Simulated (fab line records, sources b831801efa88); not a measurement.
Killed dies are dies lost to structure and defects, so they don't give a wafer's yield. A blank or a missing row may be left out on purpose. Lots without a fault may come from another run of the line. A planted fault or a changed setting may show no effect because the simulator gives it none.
A struck lot beside a sound one | flow sky130 | 15 steps out of a route of 708
Sound: wafers L877.4, L877.5, L877.6. Struck: wafer L874.5. (L874.4, L874.6 of the same lot were not struck and are left out.) The cause comes at the end.
At each step with rows: each side's tool, then ch and its chambers, then its first start. Under that, the readings that differ: sound wafers | struck wafers | difference of the means | sigmas: that difference in standard deviations of wafers without a fault.
alike: readings whose means differ by less than 2 such deviations, and words and numbers that are the same on both sides. not compared: withheld readings, readings that some wafer has no value for, bounds like >300 that may hide the same value, and numbers for which the record gives no deviation and whose values overlap.
The two part at a step that has a row with sigmas, a row that says differs or no value, or rows on one side only. Numbers that don't overlap but have no deviation are shown without sigmas and don't part them. A reading that every wafer of one side lacks parts them only if that side has two wafers or more.

SKY_POLY_GATE_THK_MEAS_04:
  sound on film_metro-04, day 21 06:17; struck on film_metro-01, day 20 07:47
  alike: POLY_GATE_CVD_03_THK
then, 8 steps without rows for these wafers: SKY_POLY_GATE_DEHYDRATE_05 (time 60 s); SKY_POLY_GATE_HMDS_06 (prime time 60 s); SKY_POLY_GATE_COAT_07 (resist thk 110 nm); SKY_POLY_GATE_COAT_08 (resist thk 450 nm); SKY_POLY_GATE_SOFTBAKE_09 (time 90 s); SKY_POLY_GATE_EXPOSE_10 (exposes mask P1M, target cd 150 nm); SKY_POLY_GATE_PEB_11; SKY_POLY_GATE_DEVELOP_12 (develop time 60 s).
SKY_POLY_GATE_CD_MEAS_13: target cd 150 nm.
  sound on cd_sem-02, day 22 13:33; struck on cd_sem-02, day 21 15:12
  alike: cd_nm
SKY_POLY_GATE_OVL_MEAS_14:
  sound on overlay-01, day 22 13:38; struck on overlay-01, day 21 15:17
  reading            | sound   | struck | difference | sigmas
  POLY_GATE_OVL (nm) | 12 8 12 | -1     | -12        | -2
SKY_POLY_GATE_ETCH_15: etches BARC in N2/H2, stops on SiO2, time 118.5 s, target depth 110 nm.
  sound on rie_diel-04 ch 0,3, day 22 13:41; struck on rie_diel-02 ch 3, day 21 15:20
  alike: bias_w, drypump_motor_current_A, h2_flow_sccm, oes_product_au, throttle_valve_pct
  not compared: rf_hours_counter_h
SKY_POLY_GATE_ETCH_16: etches Si3N4 in CH3F/O2, stops on poly-Si, time 147.5 s, target depth 75 nm.
  sound on rie_diel-04 ch 0,3, day 22 13:49; struck on rie_diel-02 ch 3, day 21 15:26
  reading    | sound             | struck | difference | sigmas
  bias_w (W) | 80.12 80.25 79.72 | 73.53  | -6.50      | -28
  alike: drypump_motor_current_A, oes_product_au, throttle_valve_pct
  not compared: rf_hours_counter_h
SKY_POLY_GATE_ETCH_17: etches poly-Si in HBr/Cl2, stops on SiO2, target depth 180 nm, time 70.5 s.
  sound on rie_si-01 ch 0,1,3, day 22 13:55; struck on rie_si-02 ch 3, day 21 15:28
  reading                | sound                | struck | difference | sigmas
  bias_w (W)             | 99.7 100.1 99.7      | 100.5  | +0.7       | +2
  throttle_valve_pct (%) | 33.664 33.683 33.665 | 33.699 | +0.028     | +3
  alike: drypump_motor_current_A, oes_product_au
  not compared: rf_hours_counter_h
-- the record jumps here: 27 days lie between the struck wafers' starts before and after (it left off in module POLY_GATE and takes up again in module PAD_OPEN, whose first step shown is number 708 of the route) --
SKY_PAD_OPEN_PROBE_99:
  sound on prober-01, day 49 18:53; struck on prober-02, day 49 02:44
  alike: killed_at_M0_to_M3, killed_at_M4_up, killed_at_contacts, killed_at_front_end, killed_at_other, killed_dies, killed_open, killed_short

WHERE THEY PART
First at SKY_POLY_GATE_OVL_MEAS_14; last, within this record, at SKY_POLY_GATE_ETCH_17. Later steps at which nothing parts them and some readings are alike: SKY_PAD_OPEN_PROBE_99.

WHY: what the simulator had put in
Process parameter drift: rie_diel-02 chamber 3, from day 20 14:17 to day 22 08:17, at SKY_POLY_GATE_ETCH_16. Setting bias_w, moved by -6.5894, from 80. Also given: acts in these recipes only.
